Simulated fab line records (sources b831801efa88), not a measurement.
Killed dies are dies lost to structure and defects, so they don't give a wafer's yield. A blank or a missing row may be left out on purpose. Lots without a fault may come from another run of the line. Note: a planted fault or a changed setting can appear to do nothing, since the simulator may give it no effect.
Matching of chambers / flow sky130 / 4 sister chambers for SKY_VIA2_ETCH_15 on rie_diel-04
The step etches SiO2 in C4F8/O2/Ar, stops on TiN, target depth 546 nm, time 84 s. 4 wafers are shown with their chamber, then 8 later ones without.

## EACH WAFER AND ITS CHAMBER
wafer=L084.4; chamber=1; oes_product_au (a.u.)=0.941
wafer=L090.6; chamber=3; oes_product_au (a.u.)=0.941
wafer=L091.3; chamber=0; oes_product_au (a.u.)=0.945
wafer=L093.4; chamber=2; oes_product_au (a.u.)=0.938

## WAFERS WITH NO CHAMBER GIVEN
wafer=L093.5; oes_product_au (a.u.)=0.946
wafer=L093.6; oes_product_au (a.u.)=0.948
wafer=L094.3; oes_product_au (a.u.)=0.943
wafer=L094.4; oes_product_au (a.u.)=0.932
wafer=L094.5; oes_product_au (a.u.)=0.935
wafer=L096.4; oes_product_au (a.u.)=0.935
wafer=L096.5; oes_product_au (a.u.)=0.941
wafer=L096.6; oes_product_au (a.u.)=0.936

## WHICH CHAMBER EACH ONE RAN IN
wafer=L093.5; from the rows above=can't be placed: 0 or 1 or 3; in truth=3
wafer=L093.6; from the rows above=can't be placed: 0 or 1 or 3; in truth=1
wafer=L094.3; from the rows above=can't be placed: 0 or 1 or 3 or 2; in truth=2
wafer=L094.4; from the rows above=can't be placed: 2 or 1 or 3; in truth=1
wafer=L094.5; from the rows above=can't be placed: 2 or 1 or 3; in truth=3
wafer=L096.4; from the rows above=can't be placed: 2 or 1 or 3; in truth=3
wafer=L096.5; from the rows above=can't be placed: 1 or 3 or 2 or 0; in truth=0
wafer=L096.6; from the rows above=can't be placed: 2 or 1 or 3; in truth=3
Correctly placed: 0 of 8. Cannot be placed on the basis of these rows: 8; the candidates contain the true chamber in 8. Placed wrongly: 0.
How it was worked out, from the rows above alone: a wafer's distance from a chamber is the root of the sum, over the readings, of the square of ((its reading less the chamber's mean) divided by the reading's scatter). The wafer belongs to the nearest chamber; if the next one is less than 2 further off, it can't be placed. For every chamber, the mean is computed from those of its wafers that are shown. The scatter: root of mean squared gap, hidden wafer to nearest shown wafer, with one shown wafer a chamber.
